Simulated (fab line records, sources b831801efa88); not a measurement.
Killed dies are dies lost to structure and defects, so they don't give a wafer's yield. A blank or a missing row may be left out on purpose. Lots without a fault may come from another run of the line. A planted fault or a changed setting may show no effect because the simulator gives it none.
A struck lot beside a sound one | flow sky130 | 18 steps out of a route of 708
Sound: wafers L860.1, L860.2, L860.4. Struck: wafers L870.3, L870.4, L870.5. The cause comes at the end.
At each step with rows: each side's tool, then ch and its chambers, then its first start. Under that, the readings that differ: sound wafers | struck wafers | difference of the means | sigmas: that difference in standard deviations of wafers without a fault.
alike: readings whose means differ by less than 2 such deviations, and words and numbers that are the same on both sides. not compared: withheld readings, readings that some wafer has no value for, bounds like >300 that may hide the same value, and numbers for which the record gives no deviation and whose values overlap.
The two part at a step that has a row with sigmas, a row that says differs or no value, or rows on one side only. Numbers that don't overlap but have no deviation are shown without sigmas and don't part them. A reading that every wafer of one side lacks parts them only if that side has two wafers or more.

first, 3 steps without rows for these wafers: SKY_SONOS_ONO_WET_ETCH_18 (etches Si3N4 in H3PO4, target depth 15 nm, time 172 s); SKY_GATE_OXIDE_CLEAN_00 (cleans in SC1/SC2, time 150 s); SKY_GATE_OXIDE_OXIDATION_01 (stabilise 600 s, purge 300 s, target thk 10.268 nm).
SKY_GATE_OXIDE_THK_MEAS_02:
  sound on film_metro-02, day 13 02:10; struck on film_metro-04, day 16 14:17
  alike: GATE_OXIDE_OXIDATION_00_THK
then, 7 steps without rows for these wafers: SKY_GATE_OXIDE_DEHYDRATE_03 (time 60 s); SKY_GATE_OXIDE_HMDS_04 (prime time 60 s); SKY_GATE_OXIDE_COAT_05 (resist thk 1140 nm); SKY_GATE_OXIDE_SOFTBAKE_06 (time 60 s); SKY_GATE_OXIDE_EXPOSE_07 (exposes mask LVOM, target cd 600 nm); SKY_GATE_OXIDE_PEB_08; SKY_GATE_OXIDE_DEVELOP_09 (develop time 60 s).
SKY_GATE_OXIDE_OVL_MEAS_10:
  sound on overlay-02, day 14 01:41; struck on overlay-02, day 17 18:11
  alike: GATE_OXIDE_OVL
SKY_GATE_OXIDE_IMPLANT_11:
  sound on implanter-01 ch 0, day 14 01:43; struck on implanter-03 ch 0, day 17 18:34
then, 1 step without rows for these wafers: SKY_GATE_OXIDE_WET_ETCH_12 (etches SiO2 in dHF, target depth 16.8 nm, time 336 s).
SKY_GATE_OXIDE_STRIP_13: strips in O2/N2.
  sound on plasma_asher-01 ch 0,1, day 14 02:04; struck on plasma_asher-03 ch 0,1, day 17 18:55
  alike: drypump_motor_current_A, oes_product_au, strip_time_to_endpoint_s
  not compared: rf_hours_counter_h
SKY_GATE_OXIDE_TW_MEAS_14:
  sound on film_metro-01, day 14 02:10; struck on film_metro-04, day 17 18:59
  reading       | sound             | struck            | difference | sigmas
  GATE_OXIDE_TW | 221.7 222.6 222.6 | 274.5 270.9 274.0 | +50.8      | +39
then, 1 step without rows for these wafers: SKY_GATE_OXIDE_CLEAN_15 (cleans in SC1/SC2, time 150 s).
SKY_PAD_OPEN_PROBE_99:
  the record has rows for the sound wafers here (prober-02, day 45 23:37) and none for the struck ones

WHERE THEY PART
First at SKY_GATE_OXIDE_TW_MEAS_14; last, within this record, at SKY_PAD_OPEN_PROBE_99.

WHY: what the simulator had put in
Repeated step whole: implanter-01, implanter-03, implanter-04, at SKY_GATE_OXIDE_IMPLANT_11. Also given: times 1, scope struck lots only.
